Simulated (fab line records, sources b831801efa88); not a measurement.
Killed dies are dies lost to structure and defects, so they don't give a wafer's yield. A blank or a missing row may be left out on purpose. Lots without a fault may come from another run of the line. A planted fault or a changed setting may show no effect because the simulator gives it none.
fab line records | flow sky130
record lots=12 wafers=36 last_day=50
route steps=708 shown PWDE@54 VT_ADJUST_HVTR@142 GATE_OXIDE@199 POLY_GATE@230 PAD_OPEN@708
lots that met no fault: from a run of the same line without faults
start_h: hours from the record's first day to the start of the lot's first wafer shown | wait_h: hours since the lot's step before | " the same as in the row above | L1.1+2: a row that stands for several wafers | - no value, or no start given | * or withheld: withheld | < > ~ a bound
route shown NAME@n: a module of which the file shows steps, and the number in the route of the first | usual: mean/standard deviation of fault-free wafers | same: alike in all rows | chamber/n: place in a boat | sites: the reading at each site | _std_site: their standard deviation | _edge_site: outer sites' mean less inner sites' | radius_mm: how far each site lies from the wafer's centre | mask NAME#n: copy n | behind: the tool/chamber that last shaped the wafer | hold: why the lot was held/for how many hours/how that ended | device: the transistor (n, p or np) that didn't switch | end of line: the same wafers' tests at the end of the route | a step without rows: its recipe alone | killed: dies lost to structure and defects at the first sort, not the wafer's yield | map: a wafer's dies, x killed, . not, _ none there
set.NAME: the setting as run; set.NAME@STEP: as run at that earlier step | model.NAME: the simulator's own value behind a step, which no gauge read
steps of the route over a sample of lots; a table a step, a row a wafer
services: from which hour (start_h, from the record's first day; less than 0 if before it) a tool's chamber was out of use, for how many hours, and why
## steps
# step SKY_PWDE_STRIP_09
# recipe chemistry=O2/N2 power_w=1400 pressure_mtorr=1500 platen_temp_c=withheld o2_flow_sccm=3000 n2_flow_sccm=300 overash_fraction=0.5
# usual drypump_motor_current_A=5.3/0.42 oes_product_au=0.723/0.0042 strip_time_to_endpoint_s=36.93/0.082
# columns lot.wafer tool chamber start_h wait_h drypump_motor_current_A oes_product_au rf_hours_counter_h strip_time_to_endpoint_s
L189.1 plasma_asher-01 1 76.91 0.1 5.0 0.720 26 36.94
L189.2 " 0 " " 5.7 0.723 26 37.11
L189.3 " 0 " " 5.6 0.720 - 36.89
L190.1 plasma_asher-01 1 84.01 0.1 5.0 0.720 27 36.96
L190.2 " 0 " " 5.7 0.720 27 36.89
L190.4 " 0 " " 5.7 0.720 - 36.99
L191.1 plasma_asher-01 0 100.73 0.1 5.6 0.721 29 37.02
L191.4 " 0 " " 5.6 0.725 - 37.01
L191.6 " 1 " " 5.0 0.724 - 37.08
L192.1 plasma_asher-01 0 102.91 0.1 5.6 0.719 29 36.87
L192.2 " 1 " " 5.0 0.725 29 36.67
L192.6 " 1 " " 5.0 0.721 - 36.74
L194.2 plasma_asher-04 0 110.16 0.1 4.7 0.724 41 36.90
L194.5 " 0 " " 4.7 0.710 - 37.02
L194.6 " 1 " " 5.8 0.728 - 37.00
L195.1 plasma_asher-04 1 113.90 0.1 5.8 0.722 41 36.82
L195.2 " 0 " " 4.7 0.721 41 36.92
L195.5 " 0 " " 4.7 0.728 - 36.93
L199.1 plasma_asher-01 1 137.51 0.1 5.0 0.724 34 36.94
L199.2 " 0 " " 5.6 0.721 34 36.90
L199.4 " 0 " " 5.7 0.731 - 36.90
L204.1 plasma_asher-04 1 161.41 0.1 5.8 0.725 47 37.04
L204.3 " 0 " " 4.7 0.722 - 37.03
L204.6 " 0 " " 4.7 0.721 - 37.04
L205.3 plasma_asher-01 1 167.89 0.1 5.0 0.719 - 36.94
L205.5 " 1 " " 5.0 0.718 - 36.94
L205.6 " 0 " " 5.6 0.719 - 36.79
L207.1 plasma_asher-04 1 180.45 0.1 5.8 0.715 48 36.98
L207.2 " 0 " " 4.7 0.729 48 36.88
L207.4 " 0 " " 4.7 0.722 - 36.92
L206.1 plasma_asher-03 0 180.71 0.1 5.4 0.721 49 36.87
L206.4 " 0 " " 5.4 0.714 - 36.89
L206.5 " 1 " " 5.4 0.727 - 36.90
L210.1 plasma_asher-01 1 198.53 0.1 5.0 0.719 40 36.95
L210.4 " 1 " " 5.0 0.721 - 36.95
L210.5 " 0 " " 5.7 0.720 - 36.99
# step SKY_VT_ADJUST_HVTR_TW_MEAS_11
# usual VT_ADJUST_HVTR_TW=210.9/2.3
# columns lot.wafer tool chamber start_h wait_h VT_ADJUST_HVTR_TW
L189.1 film_metro-02 - 213.88 0.1 209.0
L189.2 " - " " 208.9
L189.3 " - " " 208.7
L190.1 film_metro-03 - 222.76 0.1 210.8
L190.2 " - " " 211.8
L190.4 " - " " 209.8
L191.1 film_metro-03 - 244.22 0.1 210.4
L191.4 " - " " 210.1
L191.6 " - " " 210.8
L192.1 film_metro-01 - 246.27 0.1 216.2
L192.2 " - " " 215.2
L192.6 " - " " 215.7
L194.2 film_metro-01 - 254.32 0.1 215.3
L194.5 " - " " 215.4
L194.6 " - " " 214.7
L195.1 film_metro-02 - 262.32 0.1 209.3
L195.2 " - " " 209.3
L195.5 " - " " 210.2
L199.1 film_metro-02 - 289.10 0.1 208.5
L199.2 " - " " 209.4
L199.4 " - " " 207.8
L204.1 film_metro-02 - 325.20 0.1 209.6
L204.3 " - " " 209.3
L204.6 " - " " 210.3
L205.3 film_metro-01 - 329.47 0.1 213.7
L205.5 " - " " 214.4
L205.6 " - " " 215.5
L207.1 film_metro-03 - 348.67 0.1 210.7
L207.2 " - " " 209.9
L207.4 " - " " 209.8
L206.1 film_metro-01 - 349.73 0.1 215.4
L206.4 " - " " 215.7
L206.5 " - " " 216.0
L210.1 film_metro-03 - 370.82 0.1 210.2
L210.4 " - " " 209.4
L210.5 " - " " 210.0
# step SKY_GATE_OXIDE_WET_ETCH_12
# recipe chemistry=dHF target_depth_nm=16.8 dry=n2_spin target=SiO2 dilution=100:1 temp_c=25 time_s=336
# usual bath_heat_duty_pct=6.2/1 run_length_s=364/3.9
# columns lot.wafer tool chamber start_h wait_h bath_heat_duty_pct run_length_s
L189.1 wet_bench-03 2 320.20 0.1 6.3 362
L189.2 " 2 " " 5.7 362
L189.3 " 2 " " 6.6 362
L190.1 wet_bench-03 1 328.26 0.1 5.1 362
L190.2 " 1 " " 6.2 362
L190.4 " 1 " " 6.1 362
L191.1 wet_bench-03 3 353.15 0.1 7.1 370
L191.4 " 3 " " 8.2 370
L191.6 " 3 " " 8.1 370
L192.1 wet_bench-01 0 360.01 0.1 7.1 361
L192.2 " 0 " " 6.6 361
L192.6 " 0 " " 6.4 361
L194.2 wet_bench-02 2 365.20 0.1 - -
L194.5 " 2 " " - -
L194.6 " 2 " " - -
L195.1 wet_bench-03 0 372.91 0.1 - -
L195.2 " 0 " " - -
L195.5 " 0 " " - -
L199.1 wet_bench-02 3 406.73 0.1 6.1 362
L199.2 " 3 " " 6.3 362
L199.4 " 3 " " 7.9 362
L204.1 wet_bench-03 0 450.53 0.1 5.7 360
L204.3 " 0 " " 6.0 360
L204.6 " 0 " " 4.9 360
L205.3 wet_bench-01 0 455.06 0.1 7.2 360
L205.5 " 0 " " 6.4 360
L205.6 " 0 " " 6.5 360
L207.1 wet_bench-02 2 475.01 0.1 6.4 363
L207.2 " 2 " " 7.2 363
L207.4 " 2 " " 6.0 363
L206.1 wet_bench-02 3 478.83 0.1 6.8 362
L206.4 " 3 " " 7.4 362
L206.5 " 3 " " 6.3 362
L210.1 wet_bench-03 1 504.78 0.1 4.6 362
L210.4 " 1 " " 5.6 362
L210.5 " 1 " " 5.0 362
# step SKY_POLY_GATE_ETCH_16
# recipe stop_on=poly-Si chemistry=CH3F/O2 target=Si3N4 source_w=400 bias_w=80 pressure_mtorr=25 ch3f_flow_sccm=40 O2_flow_sccm=30 time_s=147.5 target_depth_a=750
# usual O2_flow_sccm=30.01/0.087 bias_w=80.00/0.26 drypump_motor_current_A=5.7/0.45 oes_product_au=0.640/0.0048 throttle_valve_pct=10.535/0.01
# columns lot.wafer tool chamber start_h wait_h O2_flow_sccm bias_w drypump_motor_current_A oes_product_au rf_hours_counter_h throttle_valve_pct
L189.1 rie_diel-01 0 380.53 0.0 29.83 80.22 5.3 0.648 4 10.542
L189.2 " 1 " " 30.04 79.85 5.5 0.641 6 10.542
L189.3 " 2 " " 30.06 79.79 5.5 0.644 0 10.545
L190.1 rie_diel-02 0 389.15 0.0 30.03 79.83 5.5 0.643 13 10.527
L190.2 " 3 " " 29.93 80.04 5.6 0.644 12 10.538
L190.4 " 3 " " 30.13 80.03 5.6 0.646 - 10.546
L191.1 rie_diel-01 3 417.85 0.0 29.94 79.83 5.5 0.635 8 10.539
L191.4 " 2 " " 29.98 80.04 5.6 0.645 1 10.545
L191.6 " 1 " " 30.11 80.16 5.5 0.646 - 10.514
L192.1 rie_diel-04 2 426.74 0.0 30.03 79.94 6.2 0.640 46 10.544
L192.2 " 3 " " 30.05 79.90 5.8 0.644 2 10.530
L192.6 " 1 " " 30.02 80.19 4.7 0.646 - 10.555
L199.1 rie_diel-01 1 475.29 0.0 30.06 79.55 5.5 0.638 8 10.530
L199.2 " 3 " " 30.17 80.03 5.5 0.642 10 10.525
L199.4 " 2 " " 30.06 80.20 5.6 0.635 2 10.536
L204.1 rie_diel-02 2 516.90 0.0 29.93 80.21 6.5 0.635 7 10.544
L204.3 " 1 " " 29.95 80.11 5.6 0.645 8 10.546
L204.6 " 1 " " 30.02 79.87 5.6 0.638 - 10.534
L205.3 rie_diel-01 1 521.34 0.0 29.87 79.87 5.5 0.649 8 10.539
L205.5 " 2 " " 30.04 80.27 5.6 0.645 - 10.550
L205.6 " 1 " " 29.86 80.02 5.5 0.643 - 10.545
L207.1 rie_diel-01 1 541.13 0.0 30.00 80.60 5.5 0.634 9 10.531
L207.2 " 2 " " 29.96 79.96 5.5 0.639 3 10.540
L207.4 " 0 " " 30.07 80.24 5.3 0.634 7 10.551
L206.1 rie_diel-04 2 545.58 0.0 30.06 80.26 6.2 0.646 48 10.533
L206.4 " 1 " " 30.17 79.89 4.7 0.636 8 10.527
L206.5 " 3 " " 29.96 79.77 5.8 0.639 - 10.545
L210.1 rie_diel-02 3 570.79 0.0 29.84 79.91 5.6 0.638 16 10.518
L210.4 " 0 " " 30.00 80.14 5.5 0.640 17 10.539
L210.5 " 0 " " 29.87 80.41 5.5 0.649 - 10.536
# step SKY_PAD_OPEN_PROBE_99
# usual killed_at_M0_to_M3=44/6.9 killed_at_M4_up=3.0/1.5 killed_at_contacts=24/5.2 killed_at_front_end=15/4.1 killed_at_other=0.4/0.62 killed_dies=87/9.6 killed_on_rim=17/3.8 killed_open=47/7 killed_short=40/6.2
# same gross_dies=492 killed_at_back_side=0
# columns lot.wafer tool chamber start_h wait_h hold killed_at_M0_to_M3 killed_at_M4_up killed_at_contacts killed_at_front_end killed_at_other killed_dies killed_on_rim killed_open killed_short
L189.1 prober-01 - 1078.03 0.1 - 43 3 24 13 1 84 17 45 39
L189.2 prober-01 - 1078.08 0.1 - 47 2 23 11 0 83 12 54 29
L189.3 prober-01 - 1078.13 0.2 - 55 3 23 11 0 92 17 58 34
L190.1 prober-02 - 1083.59 0.1 - 51 1 24 12 0 88 19 50 38
L190.2 prober-02 - 1083.64 0.1 - 29 4 24 18 0 75 13 39 36
L190.4 prober-02 - 1083.74 0.2 - 35 2 24 16 1 78 16 48 28
L191.1 prober-01 - 1103.57 0.1 - 40 3 23 15 1 82 12 47 34
L191.4 prober-01 - 1103.72 0.2 - 39 1 20 14 1 75 16 46 29
L191.6 prober-01 - 1103.82 0.2 - 45 6 20 20 1 92 17 53 36
L192.1 prober-02 - 1111.14 0.1 - 44 4 22 14 0 84 18 49 35
L192.2 prober-02 - 1111.19 0.1 - 42 2 29 15 2 90 15 46 42
L192.6 prober-02 - 1111.39 0.2 - 46 6 16 16 1 85 19 45 39
L194.2 prober-02 - 1116.01 0.1 await_dispo/4.5h/scrap 28 4 31 429 0 492 96 35 36
L194.5 prober-02 - 1116.16 0.2 await_dispo/4.5h/scrap 45 5 30 412 0 492 96 46 51
L194.6 prober-02 - 1116.21 0.2 await_dispo/4.5h/scrap 29 3 27 433 0 492 96 38 32
L195.1 prober-01 - 1118.66 0.1 await_dispo/1.2h/scrap 41 2 22 427 0 492 96 41 40
L195.2 prober-01 - 1118.71 0.1 await_dispo/1.2h/scrap 40 4 14 434 0 492 96 37 34
L195.5 prober-01 - 1118.86 0.2 await_dispo/1.2h/scrap 40 2 19 431 0 492 96 43 33
L199.1 prober-01 - 1143.70 0.1 - 41 2 27 13 0 83 21 47 36
L199.2 prober-01 - 1143.75 0.1 - 42 2 24 13 0 81 23 48 33
L199.4 prober-01 - 1143.85 0.2 - 46 3 30 8 0 87 21 43 44
L205.3 prober-02 - 1165.79 0.2 - 41 4 35 23 2 105 23 51 53
L205.5 prober-02 - 1165.89 0.2 - 53 2 29 14 0 98 16 51 47
L205.6 prober-02 - 1165.94 0.2 - 40 1 26 15 0 82 12 49 32
L204.1 prober-01 - 1166.91 0.1 - 50 5 31 17 1 104 24 62 42
L204.3 prober-01 - 1167.01 0.2 - 62 2 16 15 0 95 21 55 40
L204.6 prober-01 - 1167.16 0.2 - 42 3 25 14 0 84 24 52 32
L207.1 prober-02 - 1177.34 0.1 - 39 3 25 9 0 76 16 38 37
L207.2 prober-02 - 1177.39 0.1 - 52 2 30 9 0 93 20 48 44
L207.4 prober-02 - 1177.49 0.2 - 45 6 27 11 0 89 14 35 53
L206.1 prober-01 - 1182.45 0.1 - 44 4 20 16 2 86 21 47 39
L206.4 prober-01 - 1182.60 0.2 - 47 3 17 10 1 78 14 41 37
L206.5 prober-01 - 1182.65 0.2 - 38 4 25 18 0 85 16 39 44
L210.1 prober-01 - 1196.14 0.1 - 41 6 31 16 3 97 24 49 48
L210.4 prober-01 - 1196.29 0.2 - 55 1 24 18 1 99 21 50 48
L210.5 prober-01 - 1196.34 0.2 - 45 2 21 17 0 85 15 47 38
# killed by level:class
L189.1 VIA2:geometric_particle:open=10 CONTACT:geometric_particle:open=8 METAL2:geometric_particle:short=6 LI_CONTACT:geometric_particle:open=6 VIA1:geometric_particle:open=6 FIELD_ISO:geometric_particle:open=5 LOCAL_INTERCONNECT:geometric_particle:short=5 METAL3:geometric_particle:short=5
L189.2 VIA2:geometric_particle:open=10 VIA1:geometric_particle:open=10 LI_CONTACT:geometric_particle:open=9 CONTACT:geometric_particle:open=8 METAL2:geometric_particle:short=5 FIELD_ISO:geometric_particle:open=4 METAL1:geometric_particle:short=4 METAL1:geometric_particle:open=4
L189.3 LI_CONTACT:geometric_particle:open=12 VIA2:geometric_particle:open=11 VIA1:geometric_particle:open=10 VIA3:geometric_particle:open=9 VIA2:geometric_particle:short=7 CONTACT:geometric_particle:open=5 METAL2:geometric_particle:short=5 FIELD_ISO:geometric_particle:open=4
L190.1 VIA1:geometric_particle:open=9 VIA2:geometric_particle:open=9 LI_CONTACT:geometric_particle:open=8 LOCAL_INTERCONNECT:geometric_particle:short=8 VIA1:geometric_particle:short=8 CONTACT:geometric_particle:open=7 METAL2:geometric_particle:short=5 VIA3:geometric_particle:open=5
L190.2 LI_CONTACT:geometric_particle:open=9 CONTACT:geometric_particle:open=7 FIELD_ISO:geometric_particle:open=5 VIA1:geometric_particle:open=5 METAL4:geometric_particle:short=4 FIELD_ISO:geometric_particle:short=4 POLY_GATE:geometric_particle:open=4 VIA2:geometric_particle:short=4
L190.4 LI_CONTACT:geometric_particle:open=10 VIA2:geometric_particle:open=7 CONTACT:geometric_particle:open=7 VIA1:geometric_particle:open=6 LOCAL_INTERCONNECT:geometric_particle:short=5 FIELD_ISO:geometric_particle:short=4 FIELD_ISO:geometric_particle:open=4 METAL2:geometric_particle:short=4
L191.1 VIA1:geometric_particle:open=9 LI_CONTACT:geometric_particle:open=7 VIA3:geometric_particle:open=7 VIA2:geometric_particle:open=6 FIELD_ISO:geometric_particle:open=5 LI_CONTACT:geometric_particle:short=4 LOCAL_INTERCONNECT:geometric_particle:short=4 METAL1:geometric_particle:short=4
L191.4 VIA1:geometric_particle:open=8 VIA2:geometric_particle:open=8 LI_CONTACT:geometric_particle:open=7 FIELD_ISO:geometric_particle:open=6 CONTACT:geometric_particle:short=6 POLY_GATE:geometric_particle:open=5 VIA3:geometric_particle:open=5 VIA2:geometric_particle:short=4
L191.6 VIA1:geometric_particle:open=14 FIELD_ISO:geometric_particle:open=8 LI_CONTACT:geometric_particle:open=8 VIA2:geometric_particle:open=7 CONTACT:geometric_particle:open=7 METAL4:geometric_particle:short=6 VIA3:geometric_particle:short=5 CONTACT:geometric_particle:short=5
L192.1 VIA3:geometric_particle:open=12 VIA1:geometric_particle:open=9 CONTACT:geometric_particle:short=7 FIELD_ISO:geometric_particle:open=6 CONTACT:geometric_particle:open=6 FIELD_ISO:geometric_particle:short=5 METAL1:geometric_particle:short=5 VIA2:geometric_particle:open=4
L192.2 VIA3:geometric_particle:open=13 CONTACT:geometric_particle:open=11 VIA1:geometric_particle:open=6 LOCAL_INTERCONNECT:geometric_particle:short=5 FIELD_ISO:geometric_particle:short=4 LI_CONTACT:geometric_particle:open=4 POLY_GATE:geometric_particle:short=4 METAL1:geometric_particle:short=4
L192.6 VIA1:geometric_particle:open=12 FIELD_ISO:geometric_particle:short=6 METAL1:geometric_particle:short=6 METAL2:geometric_particle:short=6 VIA3:geometric_particle:open=5 CONTACT:geometric_particle:open=5 METAL4:geometric_particle:short=5 POLY_GATE:geometric_particle:open=4
L194.2 GATE_OXIDE:area_etch=421 CONTACT:geometric_particle:open=9 LOCAL_INTERCONNECT:geometric_particle:short=7 CONTACT:geometric_particle:short=7 VIA2:geometric_particle:open=6 VIA1:geometric_particle:open=5 LI_CONTACT:geometric_particle:short=4 LI_CONTACT:geometric_particle:open=4
L194.5 GATE_OXIDE:area_etch=395 CONTACT:geometric_particle:open=10 VIA1:geometric_particle:short=9 CONTACT:geometric_particle:short=8 POLY_GATE:geometric_particle:open=6 METAL1:geometric_particle:short=6 VIA1:geometric_particle:open=6 VIA2:geometric_particle:open=5
L194.6 GATE_OXIDE:area_etch=422 LI_CONTACT:geometric_particle:open=8 CONTACT:geometric_particle:open=8 VIA1:geometric_particle:open=7 METAL2:geometric_particle:short=5 METAL1:geometric_particle:short=4 LOCAL_INTERCONNECT:geometric_particle:short=4 CONTACT:geometric_particle:short=4
L195.1 GATE_OXIDE:area_etch=410 METAL1:geometric_particle:short=11 CONTACT:geometric_particle:open=9 VIA1:geometric_particle:open=8 FIELD_ISO:geometric_particle:open=6 LOCAL_INTERCONNECT:geometric_particle:short=6 FIELD_ISO:geometric_particle:short=5 METAL2:geometric_particle:open=4
L195.2 GATE_OXIDE:area_etch=421 VIA1:geometric_particle:open=9 METAL1:geometric_particle:short=9 CONTACT:geometric_particle:open=8 VIA3:geometric_particle:short=4 METAL2:geometric_particle:short=4 VIA2:geometric_particle:open=4 SONOS_ONO:geometric_particle:short=3
L195.5 GATE_OXIDE:area_etch=416 VIA1:geometric_particle:open=13 CONTACT:geometric_particle:open=8 FIELD_ISO:geometric_particle:open=5 LOCAL_INTERCONNECT:geometric_particle:short=5 METAL2:geometric_particle:short=5 POLY_GATE:geometric_particle:short=4 VIA2:geometric_particle:open=4
L199.1 VIA1:geometric_particle:open=10 CONTACT:geometric_particle:open=8 LI_CONTACT:geometric_particle:open=6 LI_CONTACT:geometric_particle:short=6 METAL1:geometric_particle:short=6 VIA2:geometric_particle:open=6 LOCAL_INTERCONNECT:geometric_particle:short=5 METAL2:geometric_particle:short=5
L199.2 LI_CONTACT:geometric_particle:open=11 VIA1:geometric_particle:open=8 FIELD_ISO:geometric_particle:open=7 METAL1:geometric_particle:short=7 VIA2:geometric_particle:open=6 CONTACT:geometric_particle:open=5 METAL1:geometric_particle:open=4 VIA1:geometric_particle:short=4
L199.4 CONTACT:geometric_particle:open=9 VIA1:geometric_particle:open=9 LI_CONTACT:geometric_particle:open=8 VIA1:geometric_particle:short=6 METAL1:geometric_particle:short=6 METAL2:geometric_particle:short=6 VIA2:geometric_particle:open=6 LOCAL_INTERCONNECT:geometric_particle:short=5
L205.3 CONTACT:geometric_particle:open=12 CONTACT:geometric_particle:short=9 POLY_GATE:geometric_particle:open=8 FIELD_ISO:geometric_particle:open=7 VIA1:geometric_particle:open=7 METAL1:geometric_particle:short=7 METAL2:geometric_particle:short=7 LOCAL_INTERCONNECT:geometric_particle:short=6
L205.5 METAL1:geometric_particle:short=10 VIA2:geometric_particle:open=9 CONTACT:geometric_particle:open=8 LI_CONTACT:geometric_particle:open=6 VIA1:geometric_particle:open=6 VIA3:geometric_particle:open=6 FIELD_ISO:geometric_particle:short=5 VIA3:geometric_particle:short=5
L205.6 VIA1:geometric_particle:open=11 LI_CONTACT:geometric_particle:open=9 CONTACT:geometric_particle:open=7 METAL1:geometric_particle:short=7 VIA3:geometric_particle:open=6 FIELD_ISO:geometric_particle:open=4 CONTACT:geometric_particle:short=4 VIA2:geometric_particle:open=4
L204.1 CONTACT:geometric_particle:open=13 VIA2:geometric_particle:open=10 VIA1:geometric_particle:open=10 VIA3:geometric_particle:open=8 LI_CONTACT:geometric_particle:open=6 FIELD_ISO:geometric_particle:open=5 FIELD_ISO:geometric_particle:short=5 METAL2:geometric_particle:short=5
L204.3 VIA1:geometric_particle:open=13 VIA2:geometric_particle:open=11 VIA1:geometric_particle:short=10 VIA3:geometric_particle:open=9 METAL2:geometric_particle:short=8 METAL1:geometric_particle:short=7 POLY_GATE:geometric_particle:open=5 CONTACT:geometric_particle:open=4
L204.6 CONTACT:geometric_particle:open=12 VIA1:geometric_particle:open=10 VIA2:geometric_particle:open=8 CONTACT:geometric_particle:short=6 METAL1:geometric_particle:short=5 VIA3:geometric_particle:open=5 FIELD_ISO:geometric_particle:open=4 POLY_GATE:geometric_particle:open=3
L207.1 VIA1:geometric_particle:open=11 CONTACT:geometric_particle:open=9 METAL2:geometric_particle:short=8 LI_CONTACT:geometric_particle:open=6 CONTACT:geometric_particle:short=6 VIA3:geometric_particle:short=4 VIA1:geometric_particle:short=4 VIA3:geometric_particle:open=4
L207.2 CONTACT:geometric_particle:open=10 VIA2:geometric_particle:open=10 CONTACT:geometric_particle:short=9 VIA1:geometric_particle:open=8 VIA3:geometric_particle:open=7 LI_CONTACT:geometric_particle:open=6 METAL3:geometric_particle:short=6 VIA1:geometric_particle:short=5
L207.4 CONTACT:geometric_particle:open=9 VIA1:geometric_particle:open=9 CONTACT:geometric_particle:short=8 METAL1:geometric_particle:short=8 METAL2:geometric_particle:short=7 LOCAL_INTERCONNECT:geometric_particle:short=6 VIA2:geometric_particle:open=5 FIELD_ISO:geometric_particle:short=4
L206.1 VIA3:geometric_particle:open=11 LI_CONTACT:geometric_particle:open=8 CONTACT:geometric_particle:open=7 VIA1:geometric_particle:open=7 FIELD_ISO:geometric_particle:short=5 POLY_GATE:geometric_particle:short=4 VIA1:geometric_particle:short=4 VIA2:geometric_particle:short=4
L206.4 VIA3:geometric_particle:open=9 VIA2:geometric_particle:open=9 CONTACT:geometric_particle:open=8 METAL1:geometric_particle:short=7 LOCAL_INTERCONNECT:geometric_particle:short=4 VIA1:geometric_particle:short=4 VIA3:geometric_particle:short=4 FIELD_ISO:geometric_particle:open=3
L206.5 CONTACT:geometric_particle:open=8 METAL1:geometric_particle:short=8 LI_CONTACT:geometric_particle:open=7 CONTACT:geometric_particle:short=6 VIA1:geometric_particle:open=6 POLY_GATE:geometric_particle:short=5 VIA3:geometric_particle:open=5 POLY_GATE:geometric_particle:open=4
L210.1 VIA1:geometric_particle:open=10 LOCAL_INTERCONNECT:geometric_particle:short=9 LI_CONTACT:geometric_particle:open=8 FIELD_ISO:geometric_particle:short=7 CONTACT:geometric_particle:open=7 VIA3:geometric_particle:open=7 METAL1:geometric_particle:short=5 VIA1:geometric_particle:short=5
L210.4 VIA1:geometric_particle:open=10 VIA2:geometric_particle:open=9 LOCAL_INTERCONNECT:geometric_particle:short=8 CONTACT:geometric_particle:open=8 METAL2:geometric_particle:short=7 VIA3:geometric_particle:open=7 METAL3:geometric_particle:short=6 FIELD_ISO:geometric_particle:open=5
L210.5 VIA3:geometric_particle:open=10 VIA1:geometric_particle:open=9 METAL1:geometric_particle:short=9 CONTACT:geometric_particle:open=8 LI_CONTACT:geometric_particle:open=7 VIA2:geometric_particle:short=6 FIELD_ISO:geometric_particle:open=4 POLY_GATE:geometric_particle:short=4
## services
# columns tool chamber start_h hours kind
rie_diel-01 3 68.68 3.5 repair
rie_diel-02 2 70.23 3.3 repair
rie_diel-01 2 70.36 3.1 repair
rie_diel-01 1 75.51 8.4 repair
plasma_asher-04 - 77.14 2.8 pm
rie_diel-01 - 87.47 0.1 repair
rie_diel-02 0 122.34 4.5 repair
wet_bench-02 - 150.45 4.4 pm
rie_diel-02 1 161.85 28.9 repair
rie_diel-01 1 163.40 6.9 repair
rie_diel-01 2 171.48 13.8 repair
rie_diel-01 2 256.20 1.8 repair
rie_diel-01 0 304.37 6.3 repair
rie_diel-01 - 356.35 14.6 pm
plasma_asher-04 - 421.25 9.0 pm
plasma_asher-01 - 423.20 2.0 repair
plasma_asher-04 - 436.05 9.4 repair
rie_diel-01 2 440.83 19.7 repair
rie_diel-01 - 449.70 3.3 repair
plasma_asher-01 - 454.53 1.9 repair
plasma_asher-04 - 461.21 0.4 repair
plasma_asher-04 - 475.84 2.6 repair
rie_diel-01 - 506.74 2.8 pm
wet_bench-03 - 557.66 1.6 repair
## key
first_sign step=SKY_GATE_OXIDE_WET_ETCH_12 reading=tool_record direction=missing
effect step=SKY_PAD_OPEN_PROBE_99 reading=killed_at_front_end direction=up sigmas=99+ usual=15 struck=428
more_kills_born_at SKY_GATE_OXIDE_WET_ETCH_12@wet_bench-03=1247 SKY_GATE_OXIDE_WET_ETCH_12@wet_bench-02=1238
met_at SKY_GATE_OXIDE_WET_ETCH_12
struck_lots L194,L195
later_rows_left_out L194.2,L194.5,L194.6,L195.1,L195.2,L195.5
tester_left_out L194,L195
not_acting_at SKY_PWDE_STRIP_09,SKY_VT_ADJUST_HVTR_TW_MEAS_11,SKY_POLY_GATE_ETCH_16
onset_between 353.15 365.20
fault kind=skipped_step_whole tool=wet_bench-02,wet_bench-03 chamber=- onset_h=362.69 steps=SKY_GATE_OXIDE_WET_ETCH_12 scope=struck_lots_only
# tester_left_out: of these lots the tester's yield and bins aren't shown, on N5 and GAA mostly nor the transistor test; their killed dies are dies lost to structure and defects alone, not to doping, threshold or leakage, so they don't give the yield
# later_rows_left_out: the simulator's readings of these wafers behind a module that went badly wrong aren't trusted and aren't shown, but for the sort
